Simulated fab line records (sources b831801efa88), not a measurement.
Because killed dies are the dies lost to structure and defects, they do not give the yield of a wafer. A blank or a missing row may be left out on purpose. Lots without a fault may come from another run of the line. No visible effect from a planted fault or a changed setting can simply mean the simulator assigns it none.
The tool behind it: which one?    flow gf180mcu    12 lots with 36 wafers sampled at 4 steps, on a route of 602 steps

## WHAT THE GAUGES READ, wafer by wafer
GF_V4_OVL_MEAS_15.
lot   measured      on          V4_OVL (nm)
L179  day 24 13:23  overlay-01  -2 -3 5
L180  day 24 22:01  overlay-02  -4 -6 1
L183  day 26 00:01  overlay-02  4 2 -7
L184  day 26 08:53  overlay-02  -8 -10 -7
L186  day 26 17:16  overlay-01  -3 -7 -5
L187  day 27 03:59  overlay-01  66 64 67
L188  day 27 15:47  overlay-02  64 66 72
L189  day 27 20:55  overlay-01  54 58 60
L190  day 28 08:33  overlay-01  76 74 72
L195  day 29 16:15  overlay-02  -9 -2 -2
L201  day 31 01:57  overlay-02  -4 -4 0
L202  day 31 10:22  overlay-01  -7 -7 -5

## WHICH TOOL RAN EACH LOT (tool, then ch and the chambers of the sampled wafers, then the start)
lot   GF_V3_ETCH_16                      GF_M4_SPUTTER_04             GF_V4_EXPOSE_11
L179  rieDiel-03 ch 0,1,3, day 22 12:47  pvdSputter-04, day 22 14:21  krfScanner-01 ch 0, day 24 02:06
L180  rieDiel-02 ch 0,3, day 22 22:17    pvdSputter-04, day 22 23:50  krfScanner-01 ch 0, day 24 11:08
L183  rieDiel-03 ch 0,1,2, day 24 01:29  pvdSputter-04, day 24 03:02  krfScanner-01 ch 0, day 25 14:05
L184  rieDiel-03 ch 0,2, day 24 10:29    pvdSputter-02, day 24 12:01  krfScanner-02 ch 0, day 25 22:35
L186  rieDiel-01 ch 0,2,3, day 24 19:41  pvdSputter-02, day 24 21:38  krfScanner-02 ch 0, day 26 06:56
L187  rieDiel-02 ch 0,1,3, day 25 07:44  pvdSputter-04, day 25 09:25  krfScanner-02 ch 0, day 26 18:01
L188  rieDiel-03 ch 1,2,3, day 25 18:56  pvdSputter-03, day 25 20:54  krfScanner-02 ch 0, day 27 05:57
L189  rieDiel-02 ch 0,3, day 26 00:10    pvdSputter-03, day 26 01:47  krfScanner-02 ch 0, day 27 11:21
L190  rieDiel-01 ch 2,3, day 26 13:05    pvdSputter-02, day 26 14:40  krfScanner-02 ch 0, day 27 22:40
L195  rieDiel-02 ch 1,2,3, day 27 22:56  pvdSputter-04, day 28 00:59  krfScanner-01 ch 0, day 29 07:17
L201  rieDiel-01 ch 0,1, day 29 09:17    pvdSputter-02, day 29 10:56  krfScanner-01 ch 0, day 30 16:35
L202  rieDiel-01 ch 0,1, day 29 19:05    pvdSputter-04, day 29 20:38  krfScanner-01 ch 0, day 31 01:38
- GF_V3_ETCH_16: etches BARC in N2/H2.
- GF_M4_SPUTTER_04: material TiN, target thk 50 nm, time 41.7 s.
- GF_V4_EXPOSE_11: exposes mask Via4, target cd 260 nm.

## WHAT THE TOOLS THEMSELVES READ (means of the sampled wafers that have a number; where no wafer has one, the mark that the record gives instead)
GF_V3_ETCH_16.
lot   tool        drypumpMotorCurrentA (A)  oesProductAu (a.u.)  rfFwdPowerW (W)  throttleValvePct (%)
L179  rieDiel-03  5.7                       0.853                495.8            13.229
L180  rieDiel-02  5.7                       0.858                492.8            13.231
L183  rieDiel-03  5.6                       0.855                494.9            13.228
L184  rieDiel-03  6.2                       0.857                494.6            13.227
L186  rieDiel-01  5.7                       0.853                495.3            13.230
L187  rieDiel-02  5.8                       0.860                494.3            13.217
L188  rieDiel-03  5.2                       0.857                496.0            13.228
L189  rieDiel-02  6.0                       0.860                495.0            13.228
L190  rieDiel-01  5.9                       0.852                493.7            13.223
L195  rieDiel-02  5.9                       0.856                494.4            13.230
L201  rieDiel-01  5.1                       0.851                497.3            13.218
L202  rieDiel-01  5.1                       0.859                495.0            13.228

GF_M4_SPUTTER_04.
lot   tool           throttleValvePct (%)
L179  pvdSputter-04  29.8
L180  pvdSputter-04  30.0
L183  pvdSputter-04  30.5
L184  pvdSputter-02  31.5
L186  pvdSputter-02  30.6
L187  pvdSputter-04  30.0
L188  pvdSputter-03  30.7
L189  pvdSputter-03  30.3
L190  pvdSputter-02  31.4
L195  pvdSputter-04  30.2
L201  pvdSputter-02  30.9
L202  pvdSputter-04  30.3

## THE ANSWER, worked out from the rows above alone
Rule: the lots themselves supply what counts as usual. The widest of any qualifying gaps counts: lots, ordered by their means at a reading, are off when they make up no more than a third of the lots, leave a main group of 4 or more, and stand apart from it by 3 or more times the standard deviation of that group's means. Not used: any main group whose means are identical at the precision the tables above print for the reading. Also off: a lot with no number at a reading for which 4 or more lots have one. Where the step has rows for the other lots, those lots are counted as sound. After the gauges, taken in route order, come the tools' own readings; for these a lot's mean is taken, as printed above. The first step at which some lot is off is used, and at that step the reading that is off furthest; a lot without a number counts as furthest.
Off: L187, L188, L189, L190, seen at GF_V4_OVL_MEAS_15 (V4_OVL). Main group: mean -4 nm, sd 2.7.
If a tool, at a process step before that reading, ran all the lots that are off and no sound lot after the first of them, it fits. Gauges at GF_V4_OVL_MEAS_15: tried the same way as those tools. One fits: GF_V4_EXPOSE_11 on krfScanner-02. Its last sound lot is L186 (day 26 06:56), its first lot that is off L187 (day 26 18:01): a fault that began between those two fits.

## WHAT HAD BEEN PUT IN BY THE SIMULATOR
Scanner matching overlay: krfScanner-02, from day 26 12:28 on, at GF_V4_EXPOSE_11. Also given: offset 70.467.
Struck lots among those shown: L187, L188, L189, L190. The rule above reached the same finding.
